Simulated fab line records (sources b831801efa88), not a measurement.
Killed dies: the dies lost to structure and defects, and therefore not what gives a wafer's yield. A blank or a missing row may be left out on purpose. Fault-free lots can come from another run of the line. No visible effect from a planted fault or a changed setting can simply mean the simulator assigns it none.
Which tool is to blame? / flow sky130 / 36 wafers from 12 lots sampled at 4 of the route's 708 steps

== WHAT THE GAUGES SHOWED, per wafer ==
SKY_VIA1_THK_MEAS_01.
lot=L667; measured=day 33 13:48; on=filmMetro-03; VIA1_HDPCVD_THK (nm)=1030 1050 1032
lot=L668; measured=day 33 16:40; on=filmMetro-01; VIA1_HDPCVD_THK (nm)=1027 1024 1027
lot=L672; measured=day 34 15:38; on=filmMetro-03; VIA1_HDPCVD_THK (nm)=1043 1033 1030
lot=L675; measured=day 35 16:11; on=filmMetro-01; VIA1_HDPCVD_THK (nm)=1032 1035 1032
lot=L678; measured=day 36 22:28; on=filmMetro-04; VIA1_HDPCVD_THK (nm)=2066 2085 2107
lot=L679; measured=day 37 02:35; on=filmMetro-01; VIA1_HDPCVD_THK (nm)=2071 2089 2100
lot=L681; measured=day 37 15:56; on=filmMetro-03; VIA1_HDPCVD_THK (nm)=2098 2092 2084
lot=L685; measured=day 38 17:15; on=filmMetro-01; VIA1_HDPCVD_THK (nm)=1044 1028 1039
lot=L686; measured=day 39 05:45; on=filmMetro-01; VIA1_HDPCVD_THK (nm)=1030 1020 1015
lot=L687; measured=day 39 06:08; on=filmMetro-04; VIA1_HDPCVD_THK (nm)=1052 1046 1043
lot=L690; measured=day 40 09:40; on=filmMetro-04; VIA1_HDPCVD_THK (nm)=1020 1036 1026
lot=L689; measured=day 40 12:32; on=filmMetro-04; VIA1_HDPCVD_THK (nm)=1029 1031 1021

== TOOL THAT RAN EACH LOT (tool first, then ch and the chambers of the sampled wafers, then the start) ==
lot=L667; SKY_CONTACT_SPUTTER_23=pvdSputter-04, day 32 07:41; SKY_METAL1_SPUTTER_01=pvdSputter-02, day 32 08:21; SKY_VIA1_HDPCVD_00=hdpcvd-02 ch 0,1, day 33 13:41
lot=L668; SKY_CONTACT_SPUTTER_23=pvdSputter-03, day 32 10:38; SKY_METAL1_SPUTTER_01=pvdSputter-02, day 32 11:18; SKY_VIA1_HDPCVD_00=hdpcvd-02 ch 0,2, day 33 16:33
lot=L672; SKY_CONTACT_SPUTTER_23=pvdSputter-02, day 33 11:10; SKY_METAL1_SPUTTER_01=pvdSputter-03, day 33 11:50; SKY_VIA1_HDPCVD_00=hdpcvd-02 ch 1,2, day 34 15:27
lot=L675; SKY_CONTACT_SPUTTER_23=pvdSputter-04, day 34 11:44; SKY_METAL1_SPUTTER_01=pvdSputter-01, day 34 12:25; SKY_VIA1_HDPCVD_00=hdpcvd-01 ch 1,2, day 35 16:03
lot=L678; SKY_CONTACT_SPUTTER_23=pvdSputter-02, day 35 18:35; SKY_METAL1_SPUTTER_01=pvdSputter-01, day 35 19:16; SKY_VIA1_HDPCVD_00=hdpcvd-01 ch 0,1,2, day 36 21:54
lot=L679; SKY_CONTACT_SPUTTER_23=pvdSputter-04, day 35 22:36; SKY_METAL1_SPUTTER_01=pvdSputter-02, day 35 23:17; SKY_VIA1_HDPCVD_00=hdpcvd-01 ch 0,2, day 37 02:12
lot=L681; SKY_CONTACT_SPUTTER_23=pvdSputter-04, day 36 11:33; SKY_METAL1_SPUTTER_01=pvdSputter-02, day 36 12:14; SKY_VIA1_HDPCVD_00=hdpcvd-01 ch 0,1,2, day 37 15:26
lot=L685; SKY_CONTACT_SPUTTER_23=pvdSputter-02, day 37 15:01; SKY_METAL1_SPUTTER_01=pvdSputter-01, day 37 15:41; SKY_VIA1_HDPCVD_00=hdpcvd-01 ch 0,1, day 38 17:08
lot=L686; SKY_CONTACT_SPUTTER_23=pvdSputter-03, day 38 02:24; SKY_METAL1_SPUTTER_01=pvdSputter-01, day 38 03:05; SKY_VIA1_HDPCVD_00=hdpcvd-02 ch 0,2, day 39 05:38
lot=L687; SKY_CONTACT_SPUTTER_23=pvdSputter-04, day 38 03:03; SKY_METAL1_SPUTTER_01=pvdSputter-02, day 38 03:44; SKY_VIA1_HDPCVD_00=hdpcvd-01 ch 0,1,2, day 39 06:02
lot=L690; SKY_CONTACT_SPUTTER_23=pvdSputter-02, day 39 06:53; SKY_METAL1_SPUTTER_01=pvdSputter-03, day 39 07:34; SKY_VIA1_HDPCVD_00=hdpcvd-01 ch 0,1,2, day 40 09:34
lot=L689; SKY_CONTACT_SPUTTER_23=pvdSputter-04, day 39 10:01; SKY_METAL1_SPUTTER_01=pvdSputter-01, day 39 10:42; SKY_VIA1_HDPCVD_00=hdpcvd-01 ch 0,1,2, day 40 12:27
- SKY_CONTACT_SPUTTER_23: material TiN, target thk 20 nm, time 80 s.
- SKY_METAL1_SPUTTER_01: material TiN, target thk 20 nm, time 16.7 s.
- SKY_VIA1_HDPCVD_00: deposits SiO2, target thk 1030 nm, time 171.7 s.

== AS READ BY THE TOOLS THEMSELVES (means over the sampled wafers that have a number; for cases with no such wafer, the mark the record gives instead) ==
SKY_CONTACT_SPUTTER_23.
lot=L667; tool=pvdSputter-04; throttleValvePct (%)=30.3
lot=L668; tool=pvdSputter-03; throttleValvePct (%)=29.4
lot=L672; tool=pvdSputter-02; throttleValvePct (%)=29.5
lot=L675; tool=pvdSputter-04; throttleValvePct (%)=30.7
lot=L678; tool=pvdSputter-02; throttleValvePct (%)=30.7
lot=L679; tool=pvdSputter-04; throttleValvePct (%)=31.0
lot=L681; tool=pvdSputter-04; throttleValvePct (%)=29.8
lot=L685; tool=pvdSputter-02; throttleValvePct (%)=30.0
lot=L686; tool=pvdSputter-03; throttleValvePct (%)=29.3
lot=L687; tool=pvdSputter-04; throttleValvePct (%)=30.7
lot=L690; tool=pvdSputter-02; throttleValvePct (%)=30.1
lot=L689; tool=pvdSputter-04; throttleValvePct (%)=30.4

SKY_METAL1_SPUTTER_01.
lot=L667; tool=pvdSputter-02; throttleValvePct (%)=30.1
lot=L668; tool=pvdSputter-02; throttleValvePct (%)=30.4
lot=L672; tool=pvdSputter-03; throttleValvePct (%)=29.4
lot=L675; tool=pvdSputter-01; throttleValvePct (%)=29.2
lot=L678; tool=pvdSputter-01; throttleValvePct (%)=29.6
lot=L679; tool=pvdSputter-02; throttleValvePct (%)=29.9
lot=L681; tool=pvdSputter-02; throttleValvePct (%)=30.3
lot=L685; tool=pvdSputter-01; throttleValvePct (%)=30.2
lot=L686; tool=pvdSputter-01; throttleValvePct (%)=29.7
lot=L687; tool=pvdSputter-02; throttleValvePct (%)=30.0
lot=L690; tool=pvdSputter-03; throttleValvePct (%)=29.1
lot=L689; tool=pvdSputter-01; throttleValvePct (%)=29.1

SKY_VIA1_HDPCVD_00.
lot=L667; tool=hdpcvd-02; susceptorTempC (C)=399.95
lot=L668; tool=hdpcvd-02; susceptorTempC (C)=399.93
lot=L672; tool=hdpcvd-02; susceptorTempC (C)=399.79
lot=L675; tool=hdpcvd-01; susceptorTempC (C)=399.61
lot=L678; tool=hdpcvd-01; susceptorTempC (C)=399.89
lot=L679; tool=hdpcvd-01; susceptorTempC (C)=400.01
lot=L681; tool=hdpcvd-01; susceptorTempC (C)=399.98
lot=L685; tool=hdpcvd-01; susceptorTempC (C)=400.13
lot=L686; tool=hdpcvd-02; susceptorTempC (C)=400.05
lot=L687; tool=hdpcvd-01; susceptorTempC (C)=399.82
lot=L690; tool=hdpcvd-01; susceptorTempC (C)=400.03
lot=L689; tool=hdpcvd-01; susceptorTempC (C)=400.03

== THE ANSWER, worked out from the rows above alone ==
Rule: the usual values come from the lots themselves. Put in order of their means at a reading, lots are off if they are a third of the lots or fewer, leave a main group of 4 or more, and stand apart from it by a gap of 3 or more times the standard deviation of the main group's means; of several such gaps the widest counts. Not used: any main group whose means are identical at the precision the tables above print for the reading. Also off: a lot with no number at a reading for which 4 or more lots have one. All remaining lots with rows at the step are treated as sound. The gauges are gone through in route order, then the tools' own readings, and for those a lot's mean is taken as printed above. The first step at which some lot is off is used, and at that step the reading that is off furthest; a lot without a number counts as furthest.
Off: L678, L679, L681, seen at SKY_VIA1_THK_MEAS_01 (VIA1_HDPCVD_THK). The main group: mean 1032 nm, standard deviation 7.3.
If a tool, at a process step before that reading, ran all the lots that are off and no sound lot after the first of them, it fits. Those tools and the gauges at SKY_VIA1_THK_MEAS_01 are tried in the same way. No candidate that was tried fits.

== WHAT THE SIMULATOR PUT IN ==
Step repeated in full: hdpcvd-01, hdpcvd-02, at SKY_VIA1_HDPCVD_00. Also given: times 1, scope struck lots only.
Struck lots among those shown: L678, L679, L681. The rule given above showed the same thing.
